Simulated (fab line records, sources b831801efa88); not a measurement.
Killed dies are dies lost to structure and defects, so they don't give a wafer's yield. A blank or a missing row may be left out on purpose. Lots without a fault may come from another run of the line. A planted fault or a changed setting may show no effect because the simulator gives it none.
Which tool did it? | flow sky130 | 6 lots, 18 wafers sampled, at 1 step of a route of 708

WHAT THE GAUGES READ, wafer by wafer
SKY_VIA4_OVL_MEAS_11.
lot  | measured     | on         | VIA4_OVL (nm)
L223 | day 42 23:51 | overlay-01 | 3.0 0.3 2.5
L227 | day 44 01:11 | overlay-01 | 0.0 0.0 0.6
L229 | day 44 10:29 | overlay-01 | 0.4 2.7 2.3
L240 | day 47 18:59 | overlay-01 | -0.3 0.9 0.3
L242 | day 47 23:10 | overlay-01 | -1.0 -0.8 -0.9
L244 | day 48 04:25 | overlay-01 | 1.2 0.6 0.6

WHICH TOOL RAN EACH LOT (tool, then ch and the chambers of the sampled wafers, then the start)
The record holds no process step before these readings.

THE ANSWER, worked out from the rows above alone
Rule: what is usual is taken from the lots themselves. Put in order of their means at a reading, lots are off if they are a third of the lots or fewer, leave a main group of 4 or more, and stand apart from it by a gap of 3 or more times the standard deviation of the main group's means; of several such gaps the widest counts. A main group whose means are all the same, to the digits that the tables above print for the reading, isn't used. A lot without any number at a reading at which 4 lots or more have one is off too. The other lots that the step has rows for count as sound.
No lot is off at any reading shown: from this, nothing can be told.

WHAT THE SIMULATOR HAD PUT IN
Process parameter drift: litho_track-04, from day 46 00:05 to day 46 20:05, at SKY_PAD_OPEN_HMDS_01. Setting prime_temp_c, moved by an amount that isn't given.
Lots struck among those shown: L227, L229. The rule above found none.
